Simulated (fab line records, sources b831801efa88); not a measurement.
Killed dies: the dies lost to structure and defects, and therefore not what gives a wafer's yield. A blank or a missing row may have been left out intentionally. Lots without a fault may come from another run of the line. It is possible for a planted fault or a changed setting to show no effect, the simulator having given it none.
Split-lot study	flow sfq_line	27 wafers read from 5 lots, route of 325 steps

THE SPLIT ITSELF
At SFQ_TRILAYER_M3_DEP_SPUTTER_073 (material Nb, target thk 200 nm, time 133.3 s), the setting time_s was moved away from the recipe's 133.3 s on 6 of the 27 wafers read, by -27.4% to -16.7%. The other wafers ran this setting at the recipe's value.

FROM THE SPLIT TO THE READING: what the file shows between them, 3 steps
- SFQ_M3_RS_MEAS_919: measures by four-point-probe
- SFQ_TRILAYER_M3_LITHO_COAT_080: resist thk 62 nm
- SFQ_TRILAYER_M3_BARC_OPEN_METAL_ETCH_100: etches BARC in O2, target depth 125 nm, time 41.7 s

THE READING
oes_product_au, in a.u., at SFQ_TRILAYER_M3_ETCH_METAL_ETCH_078 (etches Nb in Cl2/Ar, stops on SiO2, target depth 240 nm, time 120 s). Typical for fault-free wafers on this fab line: 0.894 a.u., with standard deviation 0.0073 a.u.

wafer	tool, chamber at the split	time_s as run, s	against the recipe	oes_product_au, a.u.	against lot-mates on the recipe
L074.4	pvd_sputter-03, -	133.3	recipe	0.898	-
L074.5	pvd_sputter-03, -	133.3	recipe	0.892	-
L074.6	pvd_sputter-03, -	133.3	recipe	0.889	-
L076.1	pvd_sputter-05, -	133.3	recipe	0.896	-
L076.2	pvd_sputter-05, -	133.3	recipe	0.901	-
L076.3	pvd_sputter-05, -	133.3	recipe	0.889	-
L076.4	pvd_sputter-05, -	133.3	recipe	0.893	-
L076.5	pvd_sputter-05, -	133.3	recipe	0.898	-
L076.6	pvd_sputter-05, -	133.3	recipe	0.894	-
L078.1	pvd_sputter-06, -	133.3	recipe	0.896	-
L078.2	pvd_sputter-06, -	133.3	recipe	0.894	-
L078.3	pvd_sputter-06, -	133.3	recipe	0.901	-
L078.4	pvd_sputter-06, -	133.3	recipe	0.896	-
L078.5	pvd_sputter-06, -	133.3	recipe	0.900	-
L078.6	pvd_sputter-06, -	133.3	recipe	0.889	-
L079.1	pvd_sputter-05, -	133.3	recipe	0.881	-
L079.2	pvd_sputter-05, -	133.3	recipe	0.883	-
L079.3	pvd_sputter-05, -	111	-16.7%	0.796	-0.087
L079.4	pvd_sputter-05, -	111	-16.7%	0.789	-0.094
L079.5	pvd_sputter-05, -	133.3	recipe	0.885	-
L079.6	pvd_sputter-05, -	111	-16.7%	0.804	-0.079
L084.1	pvd_sputter-06, -	96.73	-27.4%	0.760	-0.135
L084.2	pvd_sputter-06, -	133.3	recipe	0.892	-
L084.3	pvd_sputter-06, -	133.3	recipe	0.899	-
L084.4	pvd_sputter-06, -	96.73	-27.4%	0.761	-0.134
L084.5	pvd_sputter-06, -	133.3	recipe	0.895	-
L084.6	pvd_sputter-06, -	96.73	-27.4%	0.748	-0.147

THE FIT
A straight line over all 27 wafers: oes_product_au changes by +0.00519 a.u. for each +1% of time_s; r = +0.99; the points scatter about the line by 0.0071 a.u.
The same after taking each lot's own level away (the mean of its wafers on the recipe; 27 wafers): +0.00509 a.u. for each +1%; r = +1.00; scatter 0.0044 a.u.
According to that fit, moving time_s by its largest amount changes the reading by 0.14 a.u.
From 0.8830 to 0.8960 a.u.: that is the span of the lots' own levels, equal to 1.8 times the standard deviation above.
So the lot-to-lot level changes the slope little: the two slopes agree.
Check: with one of the wafers moved furthest among these (-27.4%) left out of the fit, the line predicts -0.141 a.u. for it against its lot-mates. It came out at -0.135 a.u. against them.

THESE WAFERS: OTHER SPLITS
Other splits were also applied to these wafers ahead of the reading. Each is held against what the fit with the lots' levels taken away leaves over:
other split on the same wafers	wafers away from the commonest value	r with oes_product_au (lot level and that fit taken away)
SFQ_TRILAYER_INCOMING_OXIDATION_002 ox_time_s	21	-0.05
SFQ_TRILAYER_M0_DEP_SPUTTER_019 time_s	12	-0.22
SFQ_TRILAYER_I0_DEP_PECVD_027 time_s	9	+0.30
SFQ_TRILAYER_M1_BARC_OPEN_METAL_ETCH_054 time_s	12	-0.02
SFQ_TRILAYER_M2_ETCH_METAL_ETCH_060 time_s	6	+0.28

THE WHOLE CHAIN: every reading that the file lists as answering this split, in the file's order
step	what it does	reading	change (the file's fit)	r (the file's)
SFQ_TRILAYER_M3_DEP_SPUTTER_073	material Nb, target thk 200 nm, time 133.3 s	Nb_of_TRILAYER_M3_DEP_SPUTTER_073.thk_nm (the simulator's own value, which no gauge read)	+1.95 nm for each +1% of the setting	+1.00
SFQ_M3_RS_MEAS_919	measures by four-point-probe	M3_NB_RS	-0.0118 for each +1% of the setting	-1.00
SFQ_TRILAYER_M3_ETCH_METAL_ETCH_078	etches Nb in Cl2/Ar, stops on SiO2, target depth 240 nm, time 120 s	oes_product_au	+0.0051 a.u. for each +1% of the setting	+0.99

THE FILE'S OWN FIT
oes_product_au changes by +0.0051 a.u. for each +1% of time_s, r = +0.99.
